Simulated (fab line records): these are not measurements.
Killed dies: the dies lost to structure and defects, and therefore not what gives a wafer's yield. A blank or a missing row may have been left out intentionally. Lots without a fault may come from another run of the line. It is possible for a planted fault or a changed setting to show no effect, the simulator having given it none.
Check of tool commonality + flow sfq-line + Sample size 14 lots and 42 wafers

REASON FOR OPENING
2 of 14 lots carry a flag on the reading M2_NB_RS at SFQ_M2_RS_MEAS_914. Wafers without a fault read 0.893 ohm/sq, standard deviation 0.0073.
Rule: flag the lot when none of its wafers has a number, or when each of its wafers that has one lies beyond 4 standard deviations from that mean. The rest of the lots are taken to be sound.

| lot  | measured     | on            | M2_NB_RS (ohm/sq), wafer by wafer | flag    |
|------|--------------|---------------|-----------------------------------|---------|
| L480 | day 31 00:37 | film-metro-01 | 0.894 0.898 0.896                 |         |
| L481 | day 31 09:01 | film-metro-02 | 0.905 0.898 0.890                 |         |
| L482 | day 32 04:32 | film-metro-01 | 0.894 0.895 0.892                 |         |
| L486 | day 34 09:41 | film-metro-01 | 0.882 0.872 0.889                 |         |
| L487 | day 35 00:04 | film-metro-02 | 0.895 0.894 0.904                 |         |
| L488 | day 35 03:43 | film-metro-04 | 0.890 0.893 0.886                 |         |
| L489 | day 35 14:28 | film-metro-04 | 0.893 0.894 0.888                 |         |
| L491 | day 36 01:08 | film-metro-04 | 0.887 0.875 0.885                 |         |
| L492 | day 36 12:21 | film-metro-04 | 0.898 0.893 0.902                 |         |
| L494 | day 36 23:14 | film-metro-01 | 0.883 0.892 0.894                 |         |
| L496 | day 38 00:30 | film-metro-01 | 0.890 0.897 0.892                 |         |
| L497 | day 38 11:17 | film-metro-02 | 0.940 0.939 0.931                 | FLAGGED |
| L499 | day 39 08:20 | film-metro-01 | 0.938 0.925 0.923                 | FLAGGED |
| L503 | day 40 14:05 | film-metro-01 | 0.890 0.901 0.897                 |         |
Average over the flagged lots: 0.933 ohm/sq; offset from the usual +0.040 ohm/sq, equal to +5 standard deviations.

EACH LOT AND THE TOOL IT RAN ON
Before the reading, the record contains 3 process steps out of a 325-step route. Every cell lists first the tool, next ch and the chambers used by the sampled wafers, and last the start.
| lot  | flag    | SFQ_TRILAYER_I0_DEP_PECVD_027   | SFQ_TRILAYER_M1_BARC_OPEN_METAL_ETCH_054 | SFQ_TRILAYER_M2_DEP_SPUTTER_055 |
|------|---------|---------------------------------|------------------------------------------|---------------------------------|
| L480 |         | pecvd-02 ch 1,2, day 12 03:25   | rie-metal-02 ch 0,1, day 24 03:31        | pvd-sputter-04, day 31 00:32    |
| L481 |         | pecvd-02 ch 1,2, day 12 10:39   | rie-metal-02 ch 0,1, day 24 11:55        | pvd-sputter-04, day 31 08:56    |
| L482 |         | pecvd-02 ch 0,2, day 12 20:14   | rie-metal-04 ch 0,1, day 25 09:31        | pvd-sputter-04, day 32 04:26    |
| L486 |         | pecvd-03 ch 0,1, day 14 14:26   | rie-metal-02 ch 0,1, day 27 09:16        | pvd-sputter-03, day 34 09:34    |
| L487 |         | pecvd-02 ch 0,1,2, day 15 06:10 | rie-metal-04 ch 0,1, day 27 23:38        | pvd-sputter-04, day 34 23:58    |
| L488 |         | pecvd-01 ch 0,1,2, day 15 14:11 | rie-metal-02 ch 0,1, day 28 08:04        | pvd-sputter-04, day 35 03:34    |
| L489 |         | pecvd-01 ch 0,2, day 15 22:33   | rie-metal-04 ch 0,1, day 28 23:19        | pvd-sputter-05, day 35 14:22    |
| L491 |         | pecvd-03 ch 0,1,2, day 16 10:58 | rie-metal-04 ch 0,1, day 29 08:55        | pvd-sputter-04, day 36 01:02    |
| L492 |         | pecvd-02 ch 1,2, day 16 14:34   | rie-metal-04 ch 0,1, day 29 16:07        | pvd-sputter-03, day 36 12:16    |
| L494 |         | pecvd-01 ch 0,1,2, day 17 04:07 | rie-metal-04 ch 0,1, day 30 06:40        | pvd-sputter-04, day 36 23:05    |
| L496 |         | pecvd-02 ch 0,1, day 18 01:29   | rie-metal-01 ch 0,1, day 31 09:10        | pvd-sputter-03, day 38 00:24    |
| L497 | FLAGGED | pecvd-02 ch 0,1, day 18 09:55   | rie-metal-01 ch 0,1, day 31 17:34        | pvd-sputter-03, day 38 11:11    |
| L499 | FLAGGED | pecvd-03 ch 0,1,2, day 19 18:00 | rie-metal-04 ch 1, day 32 22:58          | pvd-sputter-03, day 39 08:15    |
| L503 |         | pecvd-03 ch 0,1, day 21 01:20   | rie-metal-01 ch 0,1, day 34 12:12        | pvd-sputter-05, day 40 13:59    |
These steps, and what they do:
- SFQ_TRILAYER_I0_DEP_PECVD_027: deposits SiO2 from SiH4/N2O, time 111.11 s, target thk 500 nm.
- SFQ_TRILAYER_M1_BARC_OPEN_METAL_ETCH_054: etches BARC in O2, target depth 125 nm, time 41.7 s.
- SFQ_TRILAYER_M2_DEP_SPUTTER_055: material Nb, target thk 200 nm, time 133.3 s.
- SFQ_M2_RS_MEAS_914: measures by four-point-probe.

FLAGGED OVER TOTAL, TOOL BY TOOL (the gauges that took the reading come last)
| step                                     | tool           | lots run | flagged | share of the flagged lots | sound lots run after its first flagged lot |
|------------------------------------------|----------------|----------|---------|---------------------------|--------------------------------------------|
| SFQ_TRILAYER_I0_DEP_PECVD_027            | pecvd-01       | 3        | 0       | none                      | -                                          |
| SFQ_TRILAYER_I0_DEP_PECVD_027            | pecvd-02       | 7        | 1       | some                      | 0                                          |
| SFQ_TRILAYER_I0_DEP_PECVD_027            | pecvd-03       | 4        | 1       | some                      | 1 (L503)                                   |
| SFQ_TRILAYER_M1_BARC_OPEN_METAL_ETCH_054 | rie-metal-01   | 3        | 1       | some                      | 1 (L503)                                   |
| SFQ_TRILAYER_M1_BARC_OPEN_METAL_ETCH_054 | rie-metal-02   | 4        | 0       | none                      | -                                          |
| SFQ_TRILAYER_M1_BARC_OPEN_METAL_ETCH_054 | rie-metal-04   | 7        | 1       | some                      | 0                                          |
| SFQ_TRILAYER_M2_DEP_SPUTTER_055          | pvd-sputter-03 | 5        | 2       | all                       | 0                                          |
| SFQ_TRILAYER_M2_DEP_SPUTTER_055          | pvd-sputter-04 | 7        | 0       | none                      | -                                          |
| SFQ_TRILAYER_M2_DEP_SPUTTER_055          | pvd-sputter-05 | 2        | 0       | none                      | -                                          |
| SFQ_M2_RS_MEAS_914                       | film-metro-01  | 7        | 1       | some                      | 1 (L503)                                   |
| SFQ_M2_RS_MEAS_914                       | film-metro-02  | 3        | 1       | some                      | 0                                          |
| SFQ_M2_RS_MEAS_914                       | film-metro-04  | 4        | 0       | none                      | -                                          |

THE TABLE: WHAT IT ALLOWS
In the table, 1 row covers all flagged lots: pvd-sputter-03 at SFQ_TRILAYER_M2_DEP_SPUTTER_055.
- pvd-sputter-03 at SFQ_TRILAYER_M2_DEP_SPUTTER_055 ran 5 lots, 2 of them flagged. Last sound lot L496 at day 38 00:24, first flagged lot L497 at day 38 11:11; a fault beginning in between fits. Its own readings (cathode-dc-power-W) fall more than 4 standard deviations out on all wafers of the flagged lots.
pvd-sputter-03 at SFQ_TRILAYER_M2_DEP_SPUTTER_055 is the single tool remaining.

WHAT HAD BEEN PUT IN BY THE SIMULATOR
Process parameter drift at SFQ_TRILAYER_M2_DEP_SPUTTER_055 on pvd-sputter-03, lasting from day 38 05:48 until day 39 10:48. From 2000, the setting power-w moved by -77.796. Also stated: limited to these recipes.
Lots struck among those shown: L497, L499. The rule given above showed the same thing.
